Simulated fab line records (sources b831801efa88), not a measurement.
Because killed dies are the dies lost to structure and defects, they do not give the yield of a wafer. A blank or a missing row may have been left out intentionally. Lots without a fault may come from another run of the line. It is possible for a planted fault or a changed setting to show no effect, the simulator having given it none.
Problem report, 8D (eight disciplines) form, completed by code ; flow sky130 ; the parts of the form that need people (team, actions taken, sign-off) are left out

## 1. WHAT WENT WRONG
Across 6 wafers from 2 lots, SD_N_RS at SKY_SD_N_RS_MEAS_16 averages 70.52 ohm/sq, while fault-free wafers read 68.67 ohm/sq with a standard deviation of 0.12. Measured from the usual mean, that is +15 standard deviations.
The step: measures by four-point-probe.
Seen first at day 31 23:54 on film-metro-01, wafer L831.1. The record has a number at this step for 33 wafers belonging to 11 lots. The rule behind "out" and "out of limits": a value lying over 4 standard deviations away from the usual mean. The other wafers with a number count as sound.

## 2. WHAT IT IS; WHAT IT IS NOT
question;is;is not
which readings at this step;SD_N_RS;-
which lots;L831, L833;L819, L822, L823, L824, L825, L827, L830, L832, L840
which wafers of those lots;all that have a number;-
read on which gauges;film-metro-01;film-metro-02, film-metro-03
when;from day 31 23:54;"up to then (21 sound wafers); but 6 sound wafers of L832, L840 came after"

## 3. WHAT RULES OUT EACH SUSPECT
Counting: a tool stays on the suspect list if, at a process step up to the reading, it processed all lots that are out and no sound lot following the first of them.
- the gauge at SKY_SD_N_RS_MEAS_16 is ruled out. All the wafers that are out were read on film-metro-01, but those of them that SKY_SD_N_RTA_14 has rows for are out there too, on other tools.
- rtp-anneal-01 at SKY_SD_N_RTA_14 (time 2 s): kept. It processed each lot that is out, first L831 at day 31 23:44, and no sound lot thereafter; up to then, the last sound lot it processed was L827 at day 30 14:47. Its own readings are out on those wafers: lamp-power-pct.
The count leaves rtp-anneal-01 at SKY_SD_N_RTA_14.

## 4. THE CAUSE (what the simulator had put in)
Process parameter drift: rtp-anneal-01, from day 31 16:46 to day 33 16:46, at SKY_SD_N_RTA_14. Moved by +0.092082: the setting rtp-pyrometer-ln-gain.
The count eliminated every tool but this one.

## 5. THE EFFECT CHAIN, in route order
Rows list readings where the struck wafers' mean (over those with a number) sits beyond 3 standard deviations from the usual. Readings are gone through only where the record gives a usual standard deviation; hours: the median, over the lots, of the time from a lot's start at the first step in this table giving one to that lot's start at this step; sigmas: the change measured in usual standard deviations.
hours;step;reading;usual;on struck wafers;change;sigmas
0;SKY_SD_N_RTA_14;lamp-power-pct;15.74 %;15.31;-0.43;-8.9
0;SKY_SD_N_RS_MEAS_16;SD_N_RS;68.67 ohm/sq;70.52;+1.85;+15
0;SKY_SD_N_RS_MEAS_17;SD_P_RS;147.3 ohm/sq;157.3;+10.0;+25
The process steps in it:
- SKY_SD_N_RTA_14: time 2 s.

## 6. WHAT WOULD HAVE CAUGHT IT SOONER
In this record the first reading out of limits at a measuring or inspecting step was taken at day 31 23:54, 7 hours after the fault began at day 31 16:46.
Tool's own readings at SKY_SD_N_RTA_14, lamp-power-pct: out on all struck wafers the step has rows for; an alarm limit on them would have tripped on the first.
L833, from the lots that are out (2), started SKY_SD_N_RTA_14 on rtp-anneal-01 later than day 31 23:54. A hold on the tool at that time would have spared it.
